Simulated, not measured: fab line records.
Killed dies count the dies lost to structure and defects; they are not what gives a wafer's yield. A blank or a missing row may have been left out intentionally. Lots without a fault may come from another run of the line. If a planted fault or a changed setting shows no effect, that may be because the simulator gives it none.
Comparing a struck lot with a sound one	flow sky130	44 steps out of a route of 708
Sound: these wafers, L445.1, L445.2, L445.3. Struck: wafers L453.3, L453.5 (left out: L453.1, a lot-mate that was not struck); the cause follows at the end.
For every step that has rows: the tool of each side, followed by ch and its chambers, followed by its first start. Under that, the readings that differ: sound wafers	struck wafers	difference of the means	sigmas: that difference in standard deviations of wafers without a fault.
alike: a reading whose means differ by less than 2 such deviations, as well as words and numbers matching on both sides. not compared: withheld readings; readings where some wafer has no value; bounds like >300 that might hide an equal value; numbers whose values overlap and for which the record gives no deviation.
Wherever a step has rows on one side only, a row that says differs or no value, or a row with sigmas, the two part there. Non-overlapping numbers with no deviation appear without sigmas and do not part them. A reading that every wafer of one side lacks parts them only if that side has two wafers or more.

first, 4 steps without rows for these wafers: SKY_VIA2_CLEAN_18 (cleans in IPA, time 180 s); SKY_VIA2_CLEAN_19 (cleans in O3/DIW); SKY_VIA2_SPUTTER_20 (material TiN, target thk 20 nm, time 80 s); SKY_VIA2_CVD_21 (deposits W, target thk 420 nm, time 126.4 s).
SKY_VIA2_RS_MEAS_22: a four-point-probe measurement.
  sound on filmMetro-01 at day 36 10:32; struck on filmMetro-01 at day 39 07:40
  alike: VIA2_W_RS
SKY_VIA2_THK_MEAS_23: measures by xrf.
  sound on filmMetro-01 at day 36 10:39; struck on filmMetro-01 at day 39 07:47
  alike: VIA2_W_THK
SKY_VIA2_CMP_24: polishes, stops on SiO2, t overpolish 20 s, target thk 0 nm.
  sound on cmp-02 ch 0,1,3, day 36 10:46; struck on cmp-02 ch 2,3, day 39 08:10
  alike: motorCurrentA, overpolishRunS, platenRpm, retainingRingPressureFrac, timeToEndpointS
then, 3 steps without rows for these wafers: SKY_METAL3_SPUTTER_00 (material Ti, target thk 15 nm, time 10 s); SKY_METAL3_SPUTTER_01 (material TiN, target thk 20 nm, time 16.7 s); SKY_METAL3_SPUTTER_02 (material AlCu, target thk 735 nm, time 39.1 s).
SKY_METAL3_SPUTTER_03: material Ti, target thk 5 nm, time 3.3 s.
  sound on pvdSputter-01 at day 36 11:05; struck on pvdSputter-01 at day 39 08:28
  alike: throttleValvePct
then, 1 step without rows for these wafers: SKY_METAL3_SPUTTER_04 (material TiN, target thk 70 nm, time 58.3 s).
SKY_CAPM_CVD_00: deposits SiO2, target thk 15.5 nm.
  sound on pecvd-03 ch 0,1,2, day 36 11:10; struck on pecvd-01 ch 0, day 39 08:32
reading	sound	struck	difference	sigmas
heaterPowerW (W)	720 731 659	890 884	+184	+2
model.SiO2_of_CAPM_CVD_00.thkNm (nm)	15.4 15.44 15.09	12.42 12.62	-2.79	
SKY_CAPM_THK_MEAS_01:
  sound on filmMetro-01 at day 36 11:11; struck on filmMetro-01 at day 39 08:33
reading	sound	struck	difference	sigmas
CAPM_CVD_00_THK (nm)	15.33 15.46 15.09	12.48 12.67	-2.72	-11
SKY_CAPM_SPUTTER_02: material TiN, target thk 200 nm, time 166.7 s.
  sound on pvdSputter-04 at day 36 11:14; struck on pvdSputter-04 at day 39 08:37
  alike: throttleValvePct
SKY_CAPM_RS_MEAS_03: a four-point-probe measurement.
  sound on filmMetro-02 at day 36 11:21; struck on filmMetro-04 at day 39 08:43
  alike: CAPM_TIN_RS
SKY_CAPM_THK_MEAS_04: measures by xrf.
  sound on filmMetro-02 at day 36 11:28; struck on filmMetro-04 at day 39 08:50
  alike: CAPM_TIN_THK
then, 7 steps without rows for these wafers: SKY_CAPM_DEHYDRATE_05 (time 60 s); SKY_CAPM_HMDS_06 (prime time 60 s); SKY_CAPM_COAT_07 (resist thk 1140 nm); SKY_CAPM_SOFTBAKE_08 (time 60 s); SKY_CAPM_EXPOSE_09 (exposes mask CAPM, target cd 1000 nm); SKY_CAPM_PEB_10; SKY_CAPM_DEVELOP_11 (develop time 60 s).
SKY_CAPM_OVL_MEAS_12:
  sound on overlay-01 at day 37 12:08; struck on overlay-01 at day 40 09:30
  alike: CAPM_OVL
then, 13 steps without rows for these wafers: SKY_CAPM_METAL_ETCH_13 (etches TiN in Cl2/BCl3, stops on SiO2, target depth 220 nm, time 62.9 s); SKY_CAPM_STRIP_14 (strips in O2/N2); SKY_CAPM_STRIP_15 (strips in post etch residue remover, time 1200 s); SKY_CAPM_CLEAN_16 (cleans in IPA, time 180 s); SKY_CAPM_CLEAN_17 (cleans in O3/DIW); SKY_METAL3_DEHYDRATE_05 (time 60 s); SKY_METAL3_HMDS_06 (prime time 60 s); SKY_METAL3_COAT_07 (resist thk 60 nm); SKY_METAL3_COAT_08 (resist thk 1140 nm); SKY_METAL3_SOFTBAKE_09 (time 90 s); SKY_METAL3_EXPOSE_10 (exposes mask MM3, target cd 300 nm); SKY_METAL3_PEB_11; SKY_METAL3_DEVELOP_12 (develop time 60 s).
SKY_METAL3_CD_MEAS_13: the cd target is 300 nm.
  sound on cdSem-01 at day 38 14:08; struck on cdSem-02 at day 41 09:29
  alike: cdNm
SKY_METAL3_OVL_MEAS_14:
  sound on overlay-02 at day 38 14:16; struck on overlay-02 at day 41 09:37
  alike: METAL3_OVL
SKY_METAL3_DESCUM_15: chemistry O2, time 8 s.
  sound on rieMetal-02 ch 0,1, day 38 14:18; struck on rieMetal-04 ch 1, day 41 09:39
  alike: drypumpMotorCurrentA, oesProductAu
  not compared: rfHoursCounterH
SKY_METAL3_ETCH_16: etches BARC in N2/H2, stops on SiO2, time 88.2 s, target depth 60 nm.
  sound on rieMetal-02 ch 0,1, day 38 14:20; struck on rieMetal-04 ch 1, day 41 09:41
  alike: drypumpMotorCurrentA, n2FlowSccm, oesProductAu, throttleValvePct
  not compared: rfHoursCounterH
SKY_METAL3_ETCH_17: etches SiO2 in C4F8/O2/Ar, stops on TiN, time 3.9 s, target depth 15 nm.
  sound on rieDiel-01 ch 0,2,3, day 38 14:26; struck on rieDiel-03 ch 0,3, day 41 09:47
reading	sound	struck	difference	sigmas
oesProductAu (a.u.)	0.751 0.757 0.742	0.676 0.683	-0.071	-9
model.etch.depthNm (nm)	15.4 15.44 15.09	12.42 12.62	-2.79	
  not compared: rfHoursCounterH
-- the record jumps here: 7 days lie between the struck wafers' starts before and after (it left off in module METAL3 and takes up again in module PAD_OPEN, whose first step shown is number 708 of the route) --
SKY_PAD_OPEN_PROBE_99:
  sound on prober-01 at day 45 20:16; struck on prober-01 at day 48 03:38
reading	sound	struck	difference	sigmas
model.etest.capMim.bvV (V)	13.72 13.88 13.43	11.2 10.99	-2.6	
model.etest.capMim.leakLog10ACm2	-9.042 -8.869 -8.866	-7.931 -7.999	+0.961	
model.etest.capMim.cFfUm2	2.345 2.352 2.436	2.929 2.874	+0.524	
  alike: defectLimitedYield, killed_at_M0_to_M3, killed_at_M4_up, killedAtContacts, killedAtFrontEnd, killedAtOther, killedDies, killedOpen, killedShort
  not compared: model.etest.tester.sort_bin_8_pct

== WHERE THEY PART ==
Last at SKY_METAL3_ETCH_17 as far as this record goes, first at SKY_CAPM_CVD_00. Later steps at which nothing parts them and some readings are alike: SKY_PAD_OPEN_PROBE_99.

WHY: whatever the simulator had introduced
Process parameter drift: pecvd-01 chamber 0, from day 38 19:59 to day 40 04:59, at SKY_CAPM_CVD_00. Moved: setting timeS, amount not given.
